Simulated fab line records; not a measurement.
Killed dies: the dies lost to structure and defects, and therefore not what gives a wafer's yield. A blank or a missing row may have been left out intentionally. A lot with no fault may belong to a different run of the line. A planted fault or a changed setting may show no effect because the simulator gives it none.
fab line records	flow gf180mcu
[record] lots = 6	wafers = 18	last_day = 34
route steps=602 shown MVPSD@87 VT_IMPLANT@90
lots that met no fault: from a run of the same line without faults
start_h: start of the lot's first displayed wafer, in hours after the record's first day	wait_h: time in hours since the lot's previous step	" identical to the entry in the row above	L1.1+2: one row covering several wafers at once	- value missing, or start not given	* or withheld: withheld	< > ~ a bound
route shown NAME@n: names a module that has steps shown in the file, with the first one's number in the route	usual: the fault-free wafers' mean and standard deviation	same: alike in all rows	chamber/n: place in a boat	sites: the reading at each site	_std_site: the standard deviation of these	_edge_site: inner sites' mean taken away from outer sites' mean	radius_mm: for every site, how far away it sits from the centre of the wafer	mask NAME#n: copy n	behind: tool/chamber where the wafer was last shaped	hold: what put the lot on hold/how long, in hours/how the hold closed	device: names the non-switching transistor (n, p or np)	end of line: tests of these same wafers at the route's end	a step with no rows: only its recipe	killed: the dies lost at the first sort to structure and to defects; this is not the yield of the wafer	map: dies across one wafer; x = killed, . = not, _ = none there
set.NAME: the setting that was run; set.NAME@STEP: the one run at that earlier step	model.NAME: the simulator's own value behind a step, which no gauge read
lots at selected steps of the route; one table per step, one row per wafer
services: a tool's chamber out of use, with start hour (start_h, from the record's first day; less than 0 if before it), hours out, and reason
[[steps]]
[step GF_MVPSD_IMPLANT_09]
[recipe] species = B	energy_kev = 40	dose_cm2 = 4.923e+12	tilt_deg = 0
[step GF_MVPSD_STRIP_10]
[recipe] chemistry = O2/N2	power_w = 1400	pressure_mtorr = 1500	platen_temp_c = 250	o2_flow_sccm = 3000	n2_flow_sccm = 300	overash_fraction = 0.5
[usual] chamber_pressure_mTorr = 1500.1/1.3	drypump_motor_current_A = 5.5/0.39	heater_power_w = 314/30	oes_product_au = 0.723/0.0043	strip_time_to_endpoint_s = 36.95/0.097
lot.wafer	tool	chamber	start_h	wait_h	chamber_pressure_mTorr	drypump_motor_current_A	heater_power_w	oes_product_au	rf_hours_counter_h	strip_time_to_endpoint_s
L945.1	plasma_asher-03	0	99.10	0.1	1500.6	5.2	308	0.723	39	36.95
L945.4	"	1	"	"	1499.5	5.8	294	0.729	-	37.02
L945.5	"	1	"	"	1501.7	5.8	289	0.726	-	36.98
L959.1	plasma_asher-03	0	181.02	0.1	1499.7	5.3	308	0.719	47	36.81
L959.3	"	0	"	"	1500.3	5.2	304	0.719	-	36.84
L959.4	"	1	"	"	1499.3	5.8	284	0.728	-	36.98
L962.2	plasma_asher-01	1	198.95	0.1	1500.3	6.2	293	0.722	61	37.08
L962.3	"	0	"	"	1499.1	5.8	386	0.715	-	37.14
L962.5	"	0	"	"	1500.2	5.7	397	0.719	-	37.19
L963.2	plasma_asher-02	1	202.32	0.2	1498.7	5.0	297	0.720	37	36.91
L963.4	"	1	"	"	1500.2	5.0	305	0.728	-	37.06
L963.5	"	1	"	"	1497.5	4.9	306	0.721	-	37.17
L967.1	plasma_asher-03	0	225.05	0.1	1500.1	5.2	297	0.721	51	36.93
L967.2	"	1	"	"	1500.4	5.9	287	0.720	51	36.85
L967.6	"	1	"	"	1498.2	5.9	285	0.721	-	36.78
L968.2	plasma_asher-03	1	234.70	0.1	1498.9	5.8	287	0.719	52	36.91
L968.5	"	0	"	"	1497.2	5.2	306	0.722	-	36.99
L968.6	"	1	"	"	1499.4	5.8	291	0.724	-	36.99
[step GF_MVPSD_TW_MEAS_11]
[usual] MVPSD_TW = 556/6.5
lot.wafer	tool	chamber	start_h	wait_h	MVPSD_TW
L945.1	film_metro-01	-	99.20	0.1	554
L945.4	"	-	"	"	557
L945.5	"	-	"	"	558
L959.1	film_metro-02	-	181.12	0.1	548
L959.3	"	-	"	"	549
L959.4	"	-	"	"	547
L962.2	film_metro-04	-	199.06	0.1	562
L962.3	"	-	"	"	564
L962.5	"	-	"	"	561
L963.2	film_metro-04	-	202.43	0.1	562
L963.4	"	-	"	"	560
L963.5	"	-	"	"	559
L967.1	film_metro-04	-	225.15	0.1	559
L967.2	"	-	"	"	558
L967.6	"	-	"	"	559
L968.2	film_metro-01	-	234.81	0.1	554
L968.5	"	-	"	"	552
L968.6	"	-	"	"	554
[step GF_VT_IMPLANT_DEHYDRATE_00]
[recipe] temp_c = 200	time_s = 60
[step GF_VT_IMPLANT_HMDS_01]
[recipe] prime_time_s = 60	prime_temp_c = 120
[step GF_VT_IMPLANT_COAT_02]
[recipe] resist = NOVOLAK	spin_rpm = 3000	resist_thk_nm = 1000
[step GF_VT_IMPLANT_SOFTBAKE_03]
[recipe] temp_c = 90	time_s = 60	resist = NOVOLAK
[step GF_VT_IMPLANT_EXPOSE_04]
[recipe] mask_id = LVPWELL_LV_AREA	target_cd_nm = 600	na = 0.6	source_shape = conventional	sigma_outer = 0.6	dose_mj = 140
[step GF_VT_IMPLANT_PEB_05]
[recipe] temp_c = withheld	time_s = *	resist = NOVOLAK
[step GF_VT_IMPLANT_DEVELOP_06]
[recipe] develop_time_s = 60	dev_temp_c = 23
[step GF_VT_IMPLANT_OVL_MEAS_07]
[usual] VT_IMPLANT_OVL = 0.9/1.3
lot.wafer	tool	chamber	start_h	wait_h	VT_IMPLANT_OVL[nm]
L945.1	overlay-02	-	113.53	0.1	0.3
L945.4	"	-	"	"	0.3
L945.5	"	-	"	"	2.9
L959.1	overlay-02	-	196.94	0.1	-1.9
L959.3	"	-	"	"	-1.3
L959.4	"	-	"	"	-1.9
L962.2	overlay-01	-	215.70	0.1	1.9
L962.3	"	-	"	"	-0.2
L962.5	"	-	"	"	2.9
L963.2	overlay-01	-	219.40	0.1	0.9
L963.4	"	-	"	"	0.2
L963.5	"	-	"	"	2.0
L967.1	overlay-02	-	242.36	0.1	2.4
L967.2	"	-	"	"	1.6
L967.6	"	-	"	"	-0.4
L968.2	overlay-01	-	253.17	0.1	0.8
L968.5	"	-	"	"	0.1
L968.6	"	-	"	"	-0.2
[step GF_VT_IMPLANT_IMPLANT_08]
[recipe] species = BF2	energy_kev = 20	dose_cm2 = 8.29e+12	tilt_deg = 7
[step GF_VT_IMPLANT_STRIP_09]
[recipe] chemistry = O2/N2	power_w = 1400	pressure_mtorr = 1500	platen_temp_c = 250	o2_flow_sccm = 3000	n2_flow_sccm = 300	overash_fraction = 0.5
[usual] chamber_pressure_mTorr = 1500.1/1.3	drypump_motor_current_A = 5.6/0.34	heater_power_w = 311/38	oes_product_au = 0.716/0.0048	strip_time_to_endpoint_s = 12.63/0.037
lot.wafer	tool	chamber	start_h	wait_h	chamber_pressure_mTorr	drypump_motor_current_A	heater_power_w	oes_product_au	rf_hours_counter_h	strip_time_to_endpoint_s	model.NOVOLAK_of_VT_IMPLANT_COAT_02.thk_nm
L945.1	plasma_asher-01	1	113.72	0.1	1498.9	6.2	287	0.718	52	12.63	0
L945.4	"	1	"	"	1499.1	6.2	290	0.714	-	12.64	0
L945.5	"	1	"	"	1501.3	6.2	287	0.714	-	12.67	0
L959.1	plasma_asher-03	1	197.13	0.1	1499.4	5.8	286	0.709	48	12.64	0
L959.3	"	0	"	"	1500.0	5.2	307	0.712	-	12.61	0
L959.4	"	1	"	"	1497.8	5.9	290	0.713	-	12.64	0
L962.2	plasma_asher-01	1	215.88	0.1	-	-	-	-	-	-	999.1
L962.3	"	1	"	"	-	-	-	-	-	-	1002
L962.5	"	0	"	"	-	-	-	-	-	-	1002
L963.2	plasma_asher-04	0	219.58	0.1	-	-	-	-	-	-	999.1
L963.4	"	0	"	"	-	-	-	-	-	-	997.7
L963.5	"	0	"	"	-	-	-	-	-	-	999.7
L967.1	plasma_asher-04	1	242.55	0.1	1500.6	5.3	314	0.715	13	12.62	0
L967.2	"	0	"	"	1498.9	5.5	289	0.707	13	12.58	0
L967.6	"	1	"	"	1498.9	5.3	306	0.722	-	12.57	0
L968.2	plasma_asher-03	1	253.35	0.1	1500.7	5.8	276	0.723	54	12.66	0
L968.5	"	1	"	"	1500.9	5.8	287	0.712	-	12.66	0
L968.6	"	0	"	"	1500.8	5.3	305	0.714	-	12.68	0
[step GF_VT_IMPLANT_TW_MEAS_10]
[usual] VT_IMPLANT_TW = 561/7
lot.wafer	tool	chamber	start_h	wait_h	VT_IMPLANT_TW
L945.1	film_metro-02	-	113.82	0.1	559
L945.4	"	-	"	"	555
L945.5	"	-	"	"	557
L959.1	film_metro-03	-	197.23	0.1	553
L959.3	"	-	"	"	554
L959.4	"	-	"	"	554
L962.2	film_metro-01	-	215.99	0.1	567
L962.3	"	-	"	"	561
L962.5	"	-	"	"	567
L963.2	film_metro-03	-	219.69	0.1	552
L963.4	"	-	"	"	552
L963.5	"	-	"	"	555
L967.1	film_metro-01	-	242.65	0.1	567
L967.2	"	-	"	"	567
L967.6	"	-	"	"	565
L968.2	film_metro-03	-	253.46	0.1	551
L968.5	"	-	"	"	552
L968.6	"	-	"	"	555
[step GF_VT_IMPLANT_DEHYDRATE_11]
[recipe] temp_c = 200	time_s = 60
[step GF_VT_IMPLANT_HMDS_12]
[recipe] prime_time_s = 60	prime_temp_c = 120
[step GF_VT_IMPLANT_COAT_13]
[recipe] resist = NOVOLAK	spin_rpm = 3000	resist_thk_nm = 1000
[step GF_VT_IMPLANT_SOFTBAKE_14]
[recipe] temp_c = 90	time_s = 60	resist = NOVOLAK
[step GF_VT_IMPLANT_EXPOSE_15]
[recipe] mask_id = Nwell_LV_AREA	target_cd_nm = 860	na = 0.6	source_shape = conventional	sigma_outer = 0.6	dose_mj = 140
[step GF_VT_IMPLANT_PEB_16]
[recipe] temp_c = withheld	time_s = *	resist = NOVOLAK
[step GF_VT_IMPLANT_DEVELOP_17]
[recipe] develop_time_s = 60	dev_temp_c = 23
[step GF_VT_IMPLANT_OVL_MEAS_18]
[usual] VT_IMPLANT_01_OVL = 0.0/1.7
lot.wafer	tool	chamber	start_h	wait_h	VT_IMPLANT_01_OVL[nm]
L945.1	overlay-02	-	127.90	0.1	0.0
L945.4	"	-	"	"	-1.3
L945.5	"	-	"	"	-1.6
L959.1	overlay-01	-	214.83	0.1	1.1
L959.3	"	-	"	"	0.7
L959.4	"	-	"	"	2.0
L962.2	overlay-02	-	232.54	0.1	1.9
L962.3	"	-	"	"	0.9
L962.5	"	-	"	"	0.9
L963.2	overlay-02	-	236.59	0.1	-1.4
L963.4	"	-	"	"	-2.9
L963.5	"	-	"	"	-3.7
L967.1	overlay-01	-	261.24	0.1	-1.6
L967.2	"	-	"	"	-0.4
L967.6	"	-	"	"	0.4
L968.2	overlay-01	-	273.22	0.1	1.9
L968.5	"	-	"	"	2.6
L968.6	"	-	"	"	1.0
[step GF_VT_IMPLANT_IMPLANT_19]
[recipe] species = As	energy_kev = 97.53	dose_cm2 = 4.35e+12	tilt_deg = 7
[step GF_VT_IMPLANT_STRIP_20]
[recipe] chemistry = O2/N2	power_w = 1400	pressure_mtorr = 1500	platen_temp_c = 250	o2_flow_sccm = 3000	n2_flow_sccm = 300	overash_fraction = 0.5
[usual] chamber_pressure_mTorr = 1499.9/1.3	drypump_motor_current_A = 5.7/0.35	heater_power_w = 313/38	oes_product_au = 0.716/0.0047	strip_time_to_endpoint_s = 12.62/0.036
lot.wafer	tool	chamber	start_h	wait_h	chamber_pressure_mTorr	drypump_motor_current_A	heater_power_w	oes_product_au	rf_hours_counter_h	strip_time_to_endpoint_s
L945.1	plasma_asher-03	0	128.08	0.1	1500.3	5.2	307	0.716	41	12.66
L945.4	"	1	"	"	1501.2	5.9	289	0.720	-	12.58
L945.5	"	1	"	"	1499.9	5.9	284	0.721	-	12.61
L959.1	plasma_asher-01	0	215.02	0.1	1500.5	5.8	377	0.720	63	12.63
L959.3	"	0	"	"	1499.3	5.8	377	0.714	-	12.63
L959.4	"	1	"	"	1501.6	6.2	300	0.719	-	12.64
L962.2	plasma_asher-01	1	232.72	0.1	1499.4	6.2	287	0.713	65	27.55
L962.3	"	0	"	"	1500.1	5.7	391	0.715	-	27.65
L962.5	"	0	"	"	1500.9	5.7	386	0.723	-	27.64
L963.2	plasma_asher-01	1	236.77	0.1	1497.8	6.2	289	0.711	65	27.55
L963.4	"	0	"	"	1497.6	5.7	379	0.716	-	27.54
L963.5	"	0	"	"	1499.3	5.7	391	0.720	-	27.56
L967.1	plasma_asher-01	0	261.43	0.1	1501.2	5.7	391	0.713	68	12.62
L967.2	"	1	"	"	1499.0	6.2	288	0.716	68	12.64
L967.6	"	0	"	"	1500.6	5.7	380	0.716	-	12.61
L968.2	plasma_asher-04	0	273.40	0.1	1500.5	5.5	291	0.713	16	12.60
L968.5	"	0	"	"	1498.5	5.5	285	0.718	-	12.60
L968.6	"	1	"	"	1499.9	5.3	310	0.713	-	12.64
[step GF_VT_IMPLANT_TW_MEAS_21]
[usual] VT_IMPLANT_2_TW = 1199/12
lot.wafer	tool	chamber	start_h	wait_h	VT_IMPLANT_2_TW
L945.1	film_metro-01	-	128.18	0.1	1218
L945.4	"	-	"	"	1215
L945.5	"	-	"	"	1214
L959.1	film_metro-02	-	215.12	0.1	1198
L959.3	"	-	"	"	1193
L959.4	"	-	"	"	1192
L962.2	film_metro-01	-	232.83	0.1	30
L962.3	"	-	"	"	30
L962.5	"	-	"	"	30
L963.2	film_metro-02	-	236.88	0.1	30
L963.4	"	-	"	"	30
L963.5	"	-	"	"	30
L967.1	film_metro-02	-	261.53	0.1	1188
L967.2	"	-	"	"	1195
L967.6	"	-	"	"	1191
L968.2	film_metro-01	-	273.51	0.1	1200
L968.5	"	-	"	"	1206
L968.6	"	-	"	"	1208
[step GF_VT_IMPLANT_DEHYDRATE_22]
[recipe] temp_c = 200	time_s = 60
[[services]]
tool	chamber	start_h	hours	kind
plasma_asher-03	-	94.53	4.3	repair
plasma_asher-03	-	102.63	8.0	pm
plasma_asher-04	-	108.75	9.0	pm
plasma_asher-04	0	108.75	9.0	vent_cycle
plasma_asher-04	1	108.75	9.0	vent_cycle
plasma_asher-04	0	117.75	-	clean
plasma_asher-04	1	117.75	-	clean
plasma_asher-03	-	118.41	0.5	repair
plasma_asher-03	-	137.59	3.0	repair
plasma_asher-02	-	247.49	0.9	repair
[[key]]
[first_sign] step = GF_VT_IMPLANT_STRIP_09	reading = tool_record	direction = missing
[effect] step = GF_VT_IMPLANT_STRIP_20	reading = strip_time_to_endpoint_s	direction = up	sigmas = 99+	usual = *	struck = *
[effect] step = GF_VT_IMPLANT_TW_MEAS_21	reading = VT_IMPLANT_2_TW	direction = down	sigmas = 94	usual = 1199	struck = 30
[model_effect] step = GF_VT_IMPLANT_STRIP_09	value = NOVOLAK_of_VT_IMPLANT_COAT_02.thk_nm	without = 0	struck = 1000
met_at GF_VT_IMPLANT_STRIP_09
struck_wafers L962.2,L962.3,L962.5,L963.2,L963.4,L963.5
later_rows_left_out L962.2,L962.3,L962.5,L963.2,L963.4,L963.5
sort_left_out L962.2,L962.3,L962.5,L963.2,L963.4,L963.5
tester_left_out L962,L963
onset_between 113.72 215.88
[fault] kind = skipped_step_whole	tool = plasma_asher-01,plasma_asher-04	chamber = -	onset_h = 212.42	steps = GF_VT_IMPLANT_STRIP_09	scope = struck_lots_only
// tester_left_out: of these lots the tester's yield and bins aren't shown, on N5 and GAA mostly nor the transistor test; their killed dies are dies lost to structure and defects alone, not to doping, threshold or leakage, so they don't give the yield
// sort_left_out: the simulated sort isn't trusted on such a fault, so these wafers' sort isn't shown, and their yield isn't known
// later_rows_left_out: the simulator's readings of these wafers behind a module that went badly wrong aren't trusted and aren't shown, but for the sort
